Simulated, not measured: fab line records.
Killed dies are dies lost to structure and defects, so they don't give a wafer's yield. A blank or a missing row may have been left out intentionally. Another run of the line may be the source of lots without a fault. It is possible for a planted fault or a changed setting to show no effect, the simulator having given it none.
Chamber matching / flow gf180mcu / cmp-01 running GF_V3_CMP_26: 4 sister chambers
The step polishes, stops on SiO2, t overpolish 15 s, target thk 0 nm. 4 wafers are shown with their chamber, then 12 later ones without.

## WAFERS, EACH WITH ITS CHAMBER
wafer=L087.6; chamber=0; motor_current_A (A)=8.6
wafer=L088.1; chamber=3; motor_current_A (A)=10.2
wafer=L088.3; chamber=2; motor_current_A (A)=11.0
wafer=L088.5; chamber=1; motor_current_A (A)=9.2

## WAFERS WITH NO CHAMBER GIVEN
wafer=L092.2; motor_current_A (A)=11.4
wafer=L092.4; motor_current_A (A)=8.3
wafer=L092.6; motor_current_A (A)=10.7
wafer=L093.2; motor_current_A (A)=9.0
wafer=L093.3; motor_current_A (A)=10.3
wafer=L093.6; motor_current_A (A)=9.0
wafer=L096.1; motor_current_A (A)=11.0
wafer=L096.2; motor_current_A (A)=9.5
wafer=L096.4; motor_current_A (A)=8.6
wafer=L097.1; motor_current_A (A)=8.6
wafer=L097.2; motor_current_A (A)=11.0
wafer=L097.6; motor_current_A (A)=8.8

## THE CHAMBER EACH PASSED THROUGH
wafer=L092.2; from the rows above=2; in truth=2
wafer=L092.4; from the rows above=0; in truth=0
wafer=L092.6; from the rows above=can't be placed: 2 or 3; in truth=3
wafer=L093.2; from the rows above=can't be placed: 1 or 0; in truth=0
wafer=L093.3; from the rows above=3; in truth=3
wafer=L093.6; from the rows above=can't be placed: 1 or 0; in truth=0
wafer=L096.1; from the rows above=2; in truth=2
wafer=L096.2; from the rows above=can't be placed: 1 or 3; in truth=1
wafer=L096.4; from the rows above=0; in truth=0
wafer=L097.1; from the rows above=0; in truth=0
wafer=L097.2; from the rows above=2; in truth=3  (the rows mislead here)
wafer=L097.6; from the rows above=can't be placed: 0 or 1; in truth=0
Correct placement for 6 of the 12. From these rows, 5 cannot be placed; in 5 the true chamber is one of the candidates. Placed wrongly: 1.
How it was worked out, from the rows above alone: a wafer's distance from a chamber is the root of the sum, over the readings, of the square of ((its reading less the chamber's mean) divided by the reading's scatter). If the next closest chamber is less than 2 further off than the closest, the wafer can't be placed; otherwise it belongs to the closest. A chamber's mean is the mean of its shown wafers. The scatter: root of mean squared gap, hidden wafer to nearest shown wafer, with one shown wafer a chamber.
